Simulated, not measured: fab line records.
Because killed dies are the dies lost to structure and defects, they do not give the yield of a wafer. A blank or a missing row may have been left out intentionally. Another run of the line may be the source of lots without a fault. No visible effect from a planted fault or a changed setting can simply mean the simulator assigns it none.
A struck lot beside a sound one -- flow sky130 -- 19 out of 708 route steps
Sound: these wafers, L833.1, L833.3, L833.5. Struck: wafer L821.3 (left out: L821.1, L821.5 of the same lot, which were not struck); the cause appears at the end.
At each step with rows: each side's tool, then ch and its chambers, then its first start. Under that, the readings that differ: sound wafers -- struck wafers -- difference of the means -- sigmas: that difference in standard deviations of wafers without a fault.
alike: words and numbers the same on both sides, and readings whose means are apart by under 2 such deviations; not compared: readings that were withheld, readings missing a value for some wafer, numbers with overlapping values and no deviation given by the record, and bounds like >300 which may hide the same value.
A row with sigmas, a row that says differs or no value, or rows on one side alone: a step with any of these is where the two part. When numbers do not overlap yet have no deviation, they are printed without sigmas and do not part them. A reading missing from all wafers of one side parts the sides only when that side holds two or more wafers.

SKY_METAL2_SPUTTER_00: material Ti, target thk 15 nm, time 10 s.
  sound on pvdSputter-04, day 39 22:13; struck on pvdSputter-02, day 36 14:05
  alike: throttleValvePct
SKY_METAL2_SPUTTER_01: material TiN, target thk 20 nm, time 16.7 s.
  sound on pvdSputter-04, day 39 22:14; struck on pvdSputter-02, day 36 14:06
  alike: throttleValvePct
SKY_METAL2_SPUTTER_02: material AlCu, target thk 250 nm, time 13.3 s.
  sound on pvdSputter-04, day 39 22:16; struck on pvdSputter-02, day 36 14:08
  alike: throttleValvePct
then, 1 step without rows for these wafers: SKY_METAL2_SPUTTER_03 (material Ti, target thk 5 nm, time 3.3 s).
SKY_METAL2_SPUTTER_04: material TiN, target thk 70 nm, time 58.3 s.
  sound on pvdSputter-04, day 39 22:18; struck on pvdSputter-02, day 36 14:10
  alike: throttleValvePct
SKY_METAL2_RS_MEAS_05: the measuring method here is four-point-probe.
  sound on filmMetro-03, day 39 22:21; struck on filmMetro-01, day 36 14:13
  alike: METAL2_ALCU_RS
SKY_METAL2_THK_MEAS_06: measures by xrf.
  sound on filmMetro-03, day 39 22:28; struck on filmMetro-01, day 36 14:20
  alike: METAL2_ALCU_THK
then, 5 steps without rows for these wafers: SKY_METAL2_DEHYDRATE_07 (time 60 s); SKY_METAL2_HMDS_08 (prime time 60 s); SKY_METAL2_COAT_09 (resist thk 60 nm); SKY_METAL2_COAT_10 (resist thk 450 nm); SKY_METAL2_SOFTBAKE_11 (time 90 s).
SKY_METAL2_EXPOSE_12: exposes mask MM2, target cd 140 nm.
  sound on krfScanner-02 ch 0, day 40 10:36; struck on krfScanner-02 ch 0, day 37 03:52
  alike: mask
then, 2 steps without rows for these wafers: SKY_METAL2_PEB_13; SKY_METAL2_DEVELOP_14 (develop time 60 s).
SKY_METAL2_CD_MEAS_15: target cd 140 nm.
  sound on cdSem-01, day 40 22:27; struck on cdSem-02, day 37 16:43
  not compared: cdNm
SKY_METAL2_OVL_MEAS_16:
  sound on overlay-01, day 40 22:34; struck on overlay-02, day 37 16:50
  not compared: METAL2_OVL
SKY_METAL2_DESCUM_17: chemistry O2, time 8 s.
  sound on rieMetal-04 ch 0,1, day 40 22:37; struck on rieMetal-04 ch 1, day 37 16:52
  alike: drypumpMotorCurrentA, oesProductAu
  not compared: rfHoursCounterH
-- the record jumps here: 10 days lie between the struck wafers' starts before and after (it left off in module METAL2 and takes up again in module PAD_OPEN, whose first step shown is number 708 of the route) --
SKY_PAD_OPEN_PROBE_99:
  sound on prober-01, day 50 05:14; struck on prober-02, day 47 20:26
reading,sound,struck,difference,sigmas
defectLimitedYield (%),82.1 83.1 85.2,0,-83,-44
killed_at_M0_to_M3,42 46 31,452,+412,+58
killedDies,88 83 73,492,+411,+43
killedOnRim,14 18 13,96,+81,+21
sort_bin_5_function (%),10.6 9.3 9.1,92.7,+83.0,+55
sortNPass,404 409 419,0,-411,-43
sortYieldPct (%),82.1 83.1 85.2,0,-83,-44
  alike: killed_at_M4_up, killedAtContacts, killedAtFrontEnd, killedAtOther, killedOpen, killedShort, sort_bin_3_pad_short, sort_bin_6_memory

== WHERE THEY PART ==
At SKY_PAD_OPEN_PROBE_99 and nowhere else, as far as this record goes.

WHY: what had been put in by the simulator
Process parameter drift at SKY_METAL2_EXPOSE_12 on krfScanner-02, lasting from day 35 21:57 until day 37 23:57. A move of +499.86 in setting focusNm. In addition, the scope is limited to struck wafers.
